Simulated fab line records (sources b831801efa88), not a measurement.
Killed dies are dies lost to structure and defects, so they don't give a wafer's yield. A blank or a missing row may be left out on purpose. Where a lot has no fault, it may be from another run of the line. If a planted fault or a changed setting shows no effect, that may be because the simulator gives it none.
fab line records -- flow sky130
[record] lots = 10, wafers = 30, lastDay = 50
route steps=708 shown VT_ADJUST_NCORE@127 SONOS_ONO@172 RES_PROTECT@214
lots untouched by any fault: they come from a run of this same line in which no faults occurred
startH: hours from the record's first day to the start of the lot's first wafer shown -- waitH: hours from the lot's prior step to this one -- " the same as in the row above -- L1.1+2: several wafers, shown together as one row -- - value missing, or start not given -- * or withheld: withheld -- < > ~ a bound
route shown NAME@n: NAME is a module with steps in the file, n the number in the route of the first one -- usual: the fault-free wafers' mean and standard deviation -- same: alike in all rows -- chamber/n: place in a boat -- sites: per-site readings -- _std_site: their standard deviation -- _edge_site: inner sites' mean taken away from outer sites' mean -- radiusMm: for every site, how far away it sits from the centre of the wafer -- mask NAME#n: copy n -- behind: tool/chamber where the wafer was last shaped -- hold: what put the lot on hold/how long, in hours/how the hold closed -- device: the n, p or np transistor that did not switch -- end of line: the same wafers' tests at the end of the route -- step lacking rows: just its recipe -- killed: dies lost to structure and defects at the first sort, not the wafer's yield -- map: per-die view of a wafer (x killed, . not killed, _ where there is no die)
set.NAME: the setting the step ran with; set.NAME@STEP: the setting that earlier step ran with -- model.NAME: the simulator's own value behind a step, which no gauge read
a sample of lots followed through the steps of the route, with each step as a table and each wafer as a row
services: the hour from which a tool's chamber was out of use, counted from the record's first day as startH (under 0 if before that day), plus the number of hours and why
[[steps]]
[step SKY_VT_ADJUST_NCORE_OVL_MEAS_08]
[usual] VT_ADJUST_NCORE_OVL = 0.9/1.4
lot.wafer,tool,chamber,startH,waitH,VT_ADJUST_NCORE_OVL[nm]
L919.2,overlay-01,-,187.92,0.1,-1.7
L919.3,overlay-01,-,187.92,0.1,-2.2
L919.6,overlay-01,-,187.92,0.1,-1.7
L920.1,overlay-02,-,194.69,0.1,1.0
L920.3,overlay-02,-,194.69,0.1,2.1
L920.6,overlay-02,-,194.69,0.1,3.1
L921.1,overlay-02,-,202.04,0.1,0.2
L921.2,overlay-02,-,202.04,0.1,2.8
L921.4,overlay-02,-,202.04,0.1,1.8
L922.2,overlay-01,-,210.40,0.1,-1.7
L922.3,overlay-01,-,210.40,0.1,0.3
L922.6,overlay-01,-,210.40,0.1,0.2
L923.2,overlay-01,-,213.75,0.1,0.9
L923.3,overlay-01,-,213.75,0.1,-1.1
L923.6,overlay-01,-,213.75,0.1,-0.4
L924.1,overlay-01,-,218.91,0.1,-0.4
L924.3,overlay-01,-,218.91,0.1,2.4
L924.4,overlay-01,-,218.91,0.1,1.4
L928.1,overlay-01,-,266.66,0.1,0.9
L928.3,overlay-01,-,266.66,0.1,1.2
L928.6,overlay-01,-,266.66,0.1,0.2
L931.1,overlay-01,-,272.49,0.1,0.3
L931.3,overlay-01,-,272.49,0.1,2.3
L931.6,overlay-01,-,272.49,0.1,1.4
L930.3,overlay-01,-,273.52,0.1,2.4
L930.4,overlay-01,-,273.52,0.1,1.9
L930.6,overlay-01,-,273.52,0.1,1.8
L942.1,overlay-02,-,354.49,0.1,1.3
L942.4,overlay-02,-,354.49,0.1,1.1
L942.5,overlay-02,-,354.49,0.1,1.9
[step SKY_SONOS_ONO_CVD_04]
[recipe] material = SiO2, precursor = SiH4/N2O, targetThkNm = 5.7199, tempC = 900, pressureMtorr = 400
[usual] spikeTcBottomC = 919.0/1.5, spikeTcCentreC = 901.1/0.92, spikeTcLowerC = 899.4/0.94, spikeTcTopC = 910.3/2.4, spikeTcUpperC = 900.6/1.4, susceptorTempC = 900.1/0.32, zonePowerBottomPct = 25.9/0.64, zonePowerLowerPct = 18.97/0.2, zonePowerUpperPct = 15.10/0.18
lot.wafer,tool,chamber,startH,waitH,spikeTcBottomC,spikeTcCentreC,spikeTcLowerC,spikeTcTopC,spikeTcUpperC,susceptorTempC,zonePowerBottomPct,zonePowerLowerPct,zonePowerUpperPct
L919.2,lpcvd-03,1,259.69,0.0,919.2,900.7,899.6,909.3,901.0,899.5,26.6,18.93,14.93
L919.3,lpcvd-03,1,259.69,0.0,922.1,901.7,898.5,909.2,900.5,900.0,26.5,19.11,15.33
L919.6,lpcvd-03,1,259.69,0.0,922.3,900.2,900.2,909.3,902.2,899.6,26.5,19.04,15.02
L920.1,lpcvd-03,0,266.93,0.1,916.3,901.3,898.8,912.7,898.2,899.8,25.1,19.22,15.27
L920.3,lpcvd-03,0,266.93,0.1,915.8,902.2,898.6,912.2,900.1,899.6,25.3,19.31,15.21
L920.6,lpcvd-03,0,266.93,0.1,918.2,901.2,897.5,914.4,899.4,900.2,25.4,19.00,15.34
L921.1,lpcvd-03,1,275.57,0.1,920.3,902.0,899.9,908.6,900.2,900.0,26.8,19.26,15.29
L921.2,lpcvd-03,1,275.57,0.1,919.4,901.1,900.0,909.0,899.5,899.9,26.8,19.27,15.03
L921.4,lpcvd-03,1,275.57,0.1,921.3,901.9,898.9,906.7,902.2,900.5,26.4,18.93,15.01
L922.2,lpcvd-03,0,285.95,0.0,917.0,898.7,900.7,913.9,900.3,900.1,25.1,18.94,15.16
L922.3,lpcvd-03,0,285.95,0.0,917.0,899.7,899.9,912.9,900.3,900.0,25.1,19.14,15.14
L922.6,lpcvd-03,0,285.95,0.0,918.3,900.5,899.2,911.7,900.4,900.1,25.2,18.78,15.41
L923.2,lpcvd-03,0,290.51,0.0,918.8,901.1,898.8,912.8,899.6,900.0,25.1,19.15,15.18
L923.3,lpcvd-03,0,290.51,0.0,918.0,902.0,899.8,912.3,901.0,900.1,25.2,18.60,15.34
L923.6,lpcvd-03,0,290.51,0.0,918.3,902.5,898.1,913.6,899.6,900.1,25.3,19.00,15.37
L924.1,lpcvd-03,1,298.14,0.1,921.5,902.4,898.0,906.6,900.3,900.3,26.7,18.64,15.16
L924.3,lpcvd-03,1,298.14,0.1,921.1,902.4,899.5,907.8,900.4,900.1,26.2,19.04,14.94
L924.4,lpcvd-03,1,298.14,0.1,920.6,901.0,898.8,908.9,902.0,900.4,26.6,18.82,14.95
L928.1,lpcvd-03,1,348.54,0.1,919.7,901.5,900.5,908.8,900.2,900.6,26.5,18.86,14.85
L928.3,lpcvd-03,1,348.54,0.1,920.7,900.9,899.5,909.2,901.9,899.7,26.7,18.95,15.09
L928.6,lpcvd-03,1,348.54,0.1,920.6,902.0,901.2,907.2,903.6,900.2,26.3,19.22,15.17
L931.1,lpcvd-03,0,356.31,0.1,972.7,955.6,954.1,965.5,952.4,954.1,29.1,21.72,17.17
L931.3,lpcvd-03,0,356.31,0.1,970.2,954.2,952.2,965.5,953.4,953.7,28.8,21.55,17.39
L931.6,lpcvd-03,0,356.31,0.1,971.6,954.0,952.9,966.5,953.5,953.6,29.1,21.23,17.62
L930.3,lpcvd-03,0,358.72,0.0,972.1,954.7,953.5,964.2,955.6,954.2,29.0,21.67,17.32
L930.4,lpcvd-03,0,358.72,0.0,971.2,954.3,954.2,964.8,952.3,953.6,29.2,21.51,17.52
L930.6,lpcvd-03,0,358.72,0.0,972.2,953.9,953.4,964.8,953.3,953.9,28.8,22.01,17.30
L942.1,lpcvd-03,1,444.65,0.1,919.0,900.5,900.2,907.5,902.4,900.2,26.5,19.14,15.22
L942.4,lpcvd-03,1,444.65,0.1,920.5,901.9,900.7,909.0,901.8,900.3,26.8,19.16,15.34
L942.5,lpcvd-03,1,444.65,0.1,918.5,902.0,899.0,907.2,902.1,900.1,26.3,18.87,15.08
[step SKY_SONOS_ONO_THK_MEAS_05]
[recipe] reads = SiO2_of_SONOS_ONO_CVD_04
[usual] SONOS_ONO_CVD_04_THK = 5.75/0.099
lot.wafer,tool,chamber,startH,waitH,SONOS_ONO_CVD_04_THK[nm]
L919.2,filmMetro-01,-,260.95,0.0,5.77
L919.3,filmMetro-01,-,260.95,0.0,5.80
L919.6,filmMetro-01,-,260.95,0.0,5.76
L920.1,filmMetro-04,-,268.18,0.0,5.72
L920.3,filmMetro-04,-,268.18,0.0,5.56
L920.6,filmMetro-04,-,268.18,0.0,5.71
L921.1,filmMetro-01,-,276.82,0.0,5.83
L921.2,filmMetro-01,-,276.82,0.0,5.78
L921.4,filmMetro-01,-,276.82,0.0,5.78
L922.2,filmMetro-01,-,287.21,0.0,5.75
L922.3,filmMetro-01,-,287.21,0.0,5.69
L922.6,filmMetro-01,-,287.21,0.0,5.72
L923.2,filmMetro-02,-,291.77,0.0,5.75
L923.3,filmMetro-02,-,291.77,0.0,5.75
L923.6,filmMetro-02,-,291.77,0.0,5.79
L924.1,filmMetro-04,-,299.39,0.0,5.61
L924.3,filmMetro-04,-,299.39,0.0,5.67
L924.4,filmMetro-04,-,299.39,0.0,5.77
L928.1,filmMetro-04,-,349.79,0.0,5.80
L928.3,filmMetro-04,-,349.79,0.0,5.73
L928.6,filmMetro-04,-,349.79,0.0,5.80
L931.1,filmMetro-01,-,357.56,0.0,9.00
L931.3,filmMetro-01,-,357.56,0.0,8.99
L931.6,filmMetro-01,-,357.56,0.0,9.02
L930.3,filmMetro-04,-,359.99,0.0,9.07
L930.4,filmMetro-04,-,359.99,0.0,8.97
L930.6,filmMetro-04,-,359.99,0.0,9.03
L942.1,filmMetro-01,-,445.90,0.0,5.88
L942.4,filmMetro-01,-,445.90,0.0,5.89
L942.5,filmMetro-01,-,445.90,0.0,5.88
[step SKY_RES_PROTECT_STRIP_07]
[recipe] chemistry = O2/N2, powerW = 1400, pressureMtorr = 1500, platenTempC = withheld, o2FlowSccm = 3000, n2FlowSccm = 300, overashFraction = 0.5
[usual] drypumpMotorCurrentA = 5.7/0.37, oesProductAu = 0.518/0.0048, stripTimeToEndpointS = 23.30/0.053
lot.wafer,tool,chamber,startH,waitH,drypumpMotorCurrentA,oesProductAu,rfHoursCounterH,stripTimeToEndpointS
L919.2,plasmaAsher-01,0,344.65,0.1,6.0,0.518,23,23.31
L919.3,plasmaAsher-01,1,344.65,0.1,5.5,0.514,-,23.23
L919.6,plasmaAsher-01,1,344.65,0.1,5.5,0.521,-,23.29
L920.1,plasmaAsher-03,0,354.10,0.1,6.0,0.521,63,23.24
L920.3,plasmaAsher-03,0,354.10,0.1,6.0,0.510,-,23.28
L920.6,plasmaAsher-03,0,354.10,0.1,6.0,0.505,-,23.23
L921.1,plasmaAsher-01,0,362.30,0.1,6.0,0.520,24,23.31
L921.2,plasmaAsher-01,1,362.30,0.1,5.5,0.518,24,23.31
L921.4,plasmaAsher-01,1,362.30,0.1,5.5,0.518,-,23.32
L922.2,plasmaAsher-01,0,372.57,0.1,6.0,0.516,25,23.32
L922.3,plasmaAsher-01,1,372.57,0.1,5.5,0.521,-,23.27
L922.6,plasmaAsher-01,0,372.57,0.1,6.0,0.517,-,23.29
L923.2,plasmaAsher-01,1,379.60,0.1,5.4,0.517,26,23.31
L923.3,plasmaAsher-01,0,379.60,0.1,6.0,0.513,-,23.30
L923.6,plasmaAsher-01,0,379.60,0.1,6.0,0.520,-,23.29
L924.1,plasmaAsher-02,1,392.02,0.1,6.1,0.520,70,23.23
L924.3,plasmaAsher-02,0,392.02,0.1,5.1,0.515,-,23.25
L924.4,plasmaAsher-02,1,392.02,0.1,6.2,0.516,-,23.27
L928.1,plasmaAsher-03,0,443.55,0.1,6.0,0.519,1,23.24
L928.3,plasmaAsher-03,0,443.55,0.1,6.1,0.519,-,23.26
L928.6,plasmaAsher-03,1,443.55,0.1,5.8,0.527,-,23.25
L931.1,plasmaAsher-02,1,452.87,0.1,6.2,0.519,77,23.35
L931.3,plasmaAsher-02,0,452.87,0.1,5.1,0.518,-,23.30
L931.6,plasmaAsher-02,1,452.87,0.1,6.2,0.517,-,23.26
L930.3,plasmaAsher-01,0,456.35,0.1,5.9,0.517,-,23.32
L930.4,plasmaAsher-01,1,456.35,0.1,5.4,0.516,-,23.32
L930.6,plasmaAsher-01,0,456.35,0.1,6.0,0.515,-,23.37
L942.1,plasmaAsher-01,0,543.50,0.1,6.0,0.511,41,23.29
L942.4,plasmaAsher-01,0,543.50,0.1,6.0,0.519,-,23.30
L942.5,plasmaAsher-01,0,543.50,0.1,6.0,0.516,-,23.26
[step SKY_RES_PROTECT_TW_MEAS_08]
[usual] POLY_GATE_TW = 4002/34
lot.wafer,tool,chamber,startH,waitH,POLY_GATE_TW
L919.2,filmMetro-03,-,344.76,0.1,4009
L919.3,filmMetro-03,-,344.76,0.1,4029
L919.6,filmMetro-03,-,344.76,0.1,4018
L920.1,filmMetro-01,-,354.20,0.1,4051
L920.3,filmMetro-01,-,354.20,0.1,4051
L920.6,filmMetro-01,-,354.20,0.1,4066
L921.1,filmMetro-04,-,362.40,0.1,3991
L921.2,filmMetro-04,-,362.40,0.1,3992
L921.4,filmMetro-04,-,362.40,0.1,3980
L922.2,filmMetro-04,-,372.68,0.1,4005
L922.3,filmMetro-04,-,372.68,0.1,4003
L922.6,filmMetro-04,-,372.68,0.1,3995
L923.2,filmMetro-04,-,379.71,0.1,3983
L923.3,filmMetro-04,-,379.71,0.1,4016
L923.6,filmMetro-04,-,379.71,0.1,4010
L924.1,filmMetro-04,-,392.12,0.1,3977
L924.3,filmMetro-04,-,392.12,0.1,4009
L924.4,filmMetro-04,-,392.12,0.1,3995
L928.1,filmMetro-04,-,443.65,0.1,3964
L928.3,filmMetro-04,-,443.65,0.1,3966
L928.6,filmMetro-04,-,443.65,0.1,3951
L931.1,filmMetro-01,-,452.97,0.1,4073
L931.3,filmMetro-01,-,452.97,0.1,4049
L931.6,filmMetro-01,-,452.97,0.1,4048
L930.3,filmMetro-03,-,456.44,0.1,3973
L930.4,filmMetro-03,-,456.44,0.1,4000
L930.6,filmMetro-03,-,456.44,0.1,3998
L942.1,filmMetro-03,-,543.60,0.1,4010
L942.4,filmMetro-03,-,543.60,0.1,3994
L942.5,filmMetro-03,-,543.60,0.1,3985
[[services]]
tool,chamber,startH,hours,kind
plasmaAsher-02,-,238.25,0.4,repair
plasmaAsher-02,-,256.03,1.3,repair
plasmaAsher-02,-,354.21,5.5,pm
plasmaAsher-01,-,394.69,12.0,repair
lpcvd-03,-,418.19,17.2,pm
plasmaAsher-03,-,421.25,9.0,pm
plasmaAsher-03,0,421.25,9.0,ventCycle
plasmaAsher-03,1,421.25,9.0,ventCycle
plasmaAsher-03,0,430.25,-,clean
plasmaAsher-03,1,430.25,-,clean
plasmaAsher-02,-,463.51,2.4,repair
plasmaAsher-01,-,536.01,1.9,repair
[[key]]
[firstSign] step = SKY_SONOS_ONO_CVD_04, reading = susceptorTempC, direction = up, sigmas = 99+, usual = *, struck = *
[effect] step = SKY_SONOS_ONO_CVD_04, reading = spikeTcCentreC, direction = up, sigmas = 58, usual = 901.1, struck = 954.4
[effect] step = SKY_SONOS_ONO_THK_MEAS_05, reading = SONOS_ONO_CVD_04_THK, direction = up, sigmas = 33, usual = 5.75, struck = 9.01
metAt SKY_SONOS_ONO_CVD_04
struckLots L930,L931
testerLeftOut L930,L931
notActingAt SKY_VT_ADJUST_NCORE_OVL_MEAS_08,SKY_RES_PROTECT_STRIP_07,SKY_RES_PROTECT_TW_MEAS_08
onsetBetween 348.54 356.31
[fault] kind = processParameterDrift, tool = lpcvd-03, chamber = -, onsetH = 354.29, steps = SKY_SONOS_ONO_CVD_04, channel = tempC, offset = *, shape = step, endH = 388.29, stated = *
// testerLeftOut: of these lots the tester's yield and bins aren't shown, on N5 and GAA mostly nor the transistor test; their killed dies are dies lost to structure and defects alone, not to doping, threshold or leakage, so they don't give the yield
